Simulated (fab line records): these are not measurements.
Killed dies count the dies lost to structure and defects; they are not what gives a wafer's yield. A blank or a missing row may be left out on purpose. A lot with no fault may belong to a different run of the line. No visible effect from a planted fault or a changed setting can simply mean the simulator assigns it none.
fab line records    flow sky130
[record] lots = 12  wafers = 36  last_day = 50
route steps=708 shown METAL1@436 VIA1@458
lots that met no fault: from a run of the same line without faults
start_h: start of the lot's first displayed wafer, in hours after the record's first day    wait_h: hours since the lot's step before    " unchanged from the row above    L1.1+2: one row covering several wafers at once    - no value present, or no start provided    * or withheld: withheld    < > ~ a bound
route shown NAME@n: a module of which the file shows steps, and the number in the route of the first    usual: mean and standard deviation over wafers with no fault    same: alike in all rows    chamber/n: place in a boat    sites: per-site readings    _std_site: how widely they spread, as a standard deviation    _edge_site: outer sites' mean less inner sites'    radius_mm: how far each site lies from the wafer's centre    mask NAME#n: copy n    behind: tool/chamber where the wafer was last shaped    hold: the reason the lot was held/the length of the hold in hours/how it ended    device: whichever transistor did not switch (one of n, p or np)    end of line: at the end of the route, the tests of the same wafers    a step without rows: its recipe alone    killed: the dies lost at the first sort to structure and to defects; this is not the yield of the wafer    map: the dies of a wafer, with x for killed, . for not killed, _ for no die there
set.NAME: the run value of the setting; set.NAME@STEP: its run value at that earlier step    model.NAME: the simulator's own value behind a step, which no gauge read
route steps across a sampled set of lots; one table per step, one row per wafer
services: a tool's chamber out of use, with start hour (start_h, from the record's first day; less than 0 if before it), hours out, and reason
[[steps]]
[step SKY_METAL1_SPUTTER_02]
[recipe] material = AlCu  target_thk_nm = 250  power_w = 10600  time_s = 13.3  chamber_pressure_pa = 0.4
[usual] throttle_valve_pct = 30.5/1.1
lot.wafer  tool            chamber  start_h  wait_h  throttle_valve_pct
L150.2     pvd_sputter-02  -        741.43   0.0     29.9
L150.3     "               -        "        "       28.9
L150.6     "               -        "        "       29.3
L152.2     pvd_sputter-02  -        776.01   0.0     29.0
L152.3     "               -        "        "       32.4
L152.4     "               -        "        "       29.5
L153.3     pvd_sputter-04  -        782.21   0.0     31.6
L153.5     "               -        "        "       29.9
L153.6     "               -        "        "       32.0
L155.1     pvd_sputter-03  -        792.83   0.0     29.5
L155.2     "               -        "        "       29.1
L155.5     "               -        "        "       30.1
L154.2     pvd_sputter-04  -        793.89   0.0     30.0
L154.3     "               -        "        "       32.0
L154.5     "               -        "        "       31.7
L156.1     pvd_sputter-04  -        796.78   0.0     31.5
L156.4     "               -        "        "       32.3
L156.6     "               -        "        "       31.7
L157.2     pvd_sputter-03  -        802.33   0.0     29.4
L157.3     "               -        "        "       30.4
L157.6     "               -        "        "       29.4
L159.2     pvd_sputter-04  -        827.98   0.0     31.5
L159.3     "               -        "        "       30.1
L159.6     "               -        "        "       31.6
L161.1     pvd_sputter-03  -        829.73   0.0     29.5
L161.4     "               -        "        "       29.9
L161.6     "               -        "        "       29.6
L168.3     pvd_sputter-02  -        879.50   0.0     29.7
L168.4     "               -        "        "       29.3
L168.5     "               -        "        "       32.1
L171.2     pvd_sputter-04  -        916.03   0.0     31.5
L171.5     "               -        "        "       31.7
L171.6     "               -        "        "       31.5
L172.1     pvd_sputter-02  -        916.69   0.0     29.5
L172.2     "               -        "        "       29.8
L172.6     "               -        "        "       29.4
[step SKY_METAL1_THK_MEAS_06]
[recipe] thk_meas_gauge = xrf  reads = AlCu_of_METAL1_SPUTTER_02
[usual] METAL1_ALCU_THK = 248/4.7
lot.wafer  tool           chamber  start_h  wait_h  METAL1_ALCU_THK[nm]
L150.2     film_metro-03  -        741.65   0.1     247
L150.3     "              -        "        "       256
L150.6     "              -        "        "       251
L152.2     film_metro-01  -        776.24   0.1     255
L152.3     "              -        "        "       260
L152.4     "              -        "        "       253
L153.3     film_metro-03  -        782.44   0.1     245
L153.5     "              -        "        "       244
L153.6     "              -        "        "       244
L155.1     film_metro-03  -        793.04   0.1     249
L155.2     "              -        "        "       248
L155.5     "              -        "        "       250
L154.2     film_metro-03  -        794.11   0.1     247
L154.3     "              -        "        "       250
L154.5     "              -        "        "       250
L156.1     film_metro-02  -        797.00   0.1     247
L156.4     "              -        "        "       246
L156.6     "              -        "        "       246
L157.2     film_metro-02  -        802.55   0.1     242
L157.3     "              -        "        "       244
L157.6     "              -        "        "       241
L159.2     film_metro-03  -        828.20   0.1     249
L159.3     "              -        "        "       246
L159.6     "              -        "        "       248
L161.1     film_metro-03  -        829.94   0.1     248
L161.4     "              -        "        "       247
L161.6     "              -        "        "       246
L168.3     film_metro-01  -        879.73   0.1     250
L168.4     "              -        "        "       249
L168.5     "              -        "        "       253
L171.2     film_metro-02  -        916.25   0.1     242
L171.5     "              -        "        "       245
L171.6     "              -        "        "       245
L172.1     film_metro-01  -        916.91   0.1     253
L172.2     "              -        "        "       251
L172.6     "              -        "        "       255
[step SKY_VIA1_HDPCVD_00]
[recipe] material = SiO2  target_thk_nm = 1030  sigma_open_frac = 0.3  time_s = 171.7  temp_c = 400  sih4_flow_sccm = 60  pressure_mtorr = 6
lot.wafer   tool       chamber  start_h  wait_h
L150.2+3+6  hdpcvd-02  2,1,0    769.74   0.0
L152.2+3+4  hdpcvd-01  0,0,1    804.27   0.0
L153.3+5+6  hdpcvd-01  1,1,0    809.90   0.0
L155.1+2+5  hdpcvd-01  1,2,1    820.93   0.0
L154.2+3+5  hdpcvd-01  0,2,2    822.06   0.0
L156.1+4+6  hdpcvd-02  2,0,1    823.63   0.0
L157.2+3+6  hdpcvd-02  1,0,1    830.15   0.0
L159.2+3+6  hdpcvd-02  1,2,0    856.03   0.0
L161.1+4+6  hdpcvd-02  1,0,1    857.60   0.0
L168.3+4+5  hdpcvd-02  2,1,0    906.15   0.0
L171.2+5+6  hdpcvd-01  2,0,2    941.35   0.0
L172.1+2+6  hdpcvd-01  0,2,0    942.81   0.0
[step SKY_VIA1_THK_MEAS_01]
[recipe] reads = SiO2_of_VIA1_HDPCVD_00
[usual] VIA1_HDPCVD_THK = 1027/13
lot.wafer  tool           chamber  start_h  wait_h  VIA1_HDPCVD_THK[nm]
L150.2     film_metro-02  -        769.86   0.1     1055
L150.3     "              -        "        "       1030
L150.6     "              -        "        "       1020
L152.2     film_metro-01  -        804.45   0.1     1037
L152.3     "              -        "        "       1051
L152.4     "              -        "        "       1032
L153.3     film_metro-02  -        810.03   0.1     1009
L153.5     "              -        "        "       1020
L153.6     "              -        "        "       1035
L155.1     film_metro-04  -        821.04   0.1     1028
L155.2     "              -        "        "       1009
L155.5     "              -        "        "       1029
L154.2     film_metro-02  -        822.18   0.1     1051
L154.3     "              -        "        "       1017
L154.5     "              -        "        "       1017
L156.1     film_metro-01  -        823.75   0.1     1027
L156.4     "              -        "        "       1023
L156.6     "              -        "        "       1011
L157.2     film_metro-04  -        830.32   0.1     995
L157.3     "              -        "        "       1023
L157.6     "              -        "        "       1012
L159.2     film_metro-04  -        856.16   0.1     1020
L159.3     "              -        "        "       1052
L159.6     "              -        "        "       1016
L161.1     film_metro-04  -        857.72   0.1     1012
L161.4     "              -        "        "       1008
L161.6     "              -        "        "       1015
L168.3     film_metro-02  -        906.28   0.1     1033
L168.4     "              -        "        "       1017
L168.5     "              -        "        "       1042
L171.2     film_metro-01  -        941.47   0.1     1464
L171.5     "              -        "        "       1485
L171.6     "              -        "        "       1469
L172.1     film_metro-02  -        942.92   0.1     1499
L172.2     "              -        "        "       1477
L172.6     "              -        "        "       1483
[step SKY_VIA1_ETCH_15]
[recipe] target = SiO2  chemistry = C4F8/O2/Ar  target_depth_nm = 351  stop_on = TiN  mask_material = KrF-thick  source_w = 1500  bias_w = 1200  pressure_mtorr = 40  c4f8_flow_sccm = withheld  O2_flow_sccm = 6  Ar_flow_sccm = 300  time_s = 54
[usual] oes_product_au = 0.982/0.0069
lot.wafer  tool         chamber  start_h  wait_h  oes_product_au  rf_hours_counter_h
L150.2     rie_diel-02  0        796.54   0.0     0.973           5
L150.3     "            1        "        "       0.993           33
L150.6     "            0        "        "       0.987           -
L152.2     rie_diel-01  1        831.71   0.0     0.977           16
L152.3     "            2        "        "       0.983           20
L152.4     "            0        "        "       0.982           14
L153.3     rie_diel-02  1        837.01   0.0     0.982           0
L153.5     "            0        "        "       0.977           -
L153.6     "            1        "        "       0.982           -
L155.1     rie_diel-04  2        848.44   0.0     0.968           18
L155.2     "            1        "        "       0.968           4
L155.5     "            3        "        "       0.957           -
L154.2     rie_diel-02  1        849.44   0.0     0.991           0
L154.3     "            0        "        "       0.983           6
L154.5     "            0        "        "       0.983           -
L156.1     rie_diel-02  0        850.74   0.0     0.979           6
L156.4     "            3        "        "       0.987           7
L156.6     "            2        "        "       0.989           -
L157.2     rie_diel-01  2        857.36   0.0     0.995           21
L157.3     "            0        "        "       0.983           15
L157.6     "            0        "        "       0.983           -
L159.2     rie_diel-01  1        883.11   0.0     0.993           18
L159.3     "            0        "        "       0.984           16
L159.6     "            2        "        "       0.991           -
L161.1     rie_diel-01  1        884.59   0.0     0.983           18
L161.4     "            0        "        "       0.979           16
L161.6     "            0        "        "       0.978           -
L168.3     rie_diel-01  1        931.71   0.0     0.981           19
L168.4     "            2        "        "       0.985           23
L168.5     "            2        "        "       0.986           -
L171.2     rie_diel-02  1        966.44   0.0     0.982           3
L171.5     "            1        "        "       0.975           -
L171.6     "            0        "        "       0.970           -
L172.1     rie_diel-02  2        967.14   0.0     0.984           10
L172.2     "            1        "        "       0.980           4
L172.6     "            3        "        "       0.978           -
[[services]]
tool            chamber  start_h  hours  kind
pvd_sputter-04  -        726.76   1.6    repair
pvd_sputter-04  -        734.31   0.9    repair
rie_diel-01     3        734.48   14.8   repair
pvd_sputter-03  -        740.35   2.5    repair
rie_diel-01     2        761.15   9.4    repair
hdpcvd-01       -        789.61   2.8    pm
hdpcvd-02       2        792.53   17.4   repair
hdpcvd-01       0        793.87   3.9    repair
hdpcvd-01       2        801.98   6.7    repair
hdpcvd-02       -        803.79   0.6    repair
pvd_sputter-02  -        810.01   38.3   repair
hdpcvd-01       -        833.57   2.5    repair
hdpcvd-02       1        838.24   6.5    repair
rie_diel-01     1        844.76   7.1    repair
pvd_sputter-04  -        851.69   3.7    repair
rie_diel-02     2        878.79   4.8    repair
pvd_sputter-04  -        891.01   0.6    repair
rie_diel-01     -        916.94   0.3    repair
pvd_sputter-04  -        922.71   3.3    repair
pvd_sputter-02  -        941.72   2.0    repair
rie_diel-02     1        950.09   3.8    repair
hdpcvd-02       -        950.25   15.0   pm
rie_diel-02     1        957.42   1.2    repair
rie_diel-02     3        960.95   2.8    repair
[[key]]
[first_sign] step = SKY_VIA1_THK_MEAS_01  reading = VIA1_HDPCVD_THK  direction = up  sigmas = 35  usual = 1027  struck = 1480
effect none on later readings
met_at SKY_VIA1_HDPCVD_00
struck_lots L171,L172
not_acting_at SKY_METAL1_SPUTTER_02,SKY_METAL1_THK_MEAS_06,SKY_VIA1_ETCH_15
onset_between 822.06 941.35
also_fits time
[fault] kind = process_parameter_drift  tool = hdpcvd-01  chamber = -  onset_h = 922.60  steps = SKY_VIA1_HDPCVD_00  channel = target_thk_nm  offset = 453.08  shape = step  end_h = 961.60  acts_in = these_recipes_only  stated = 1030
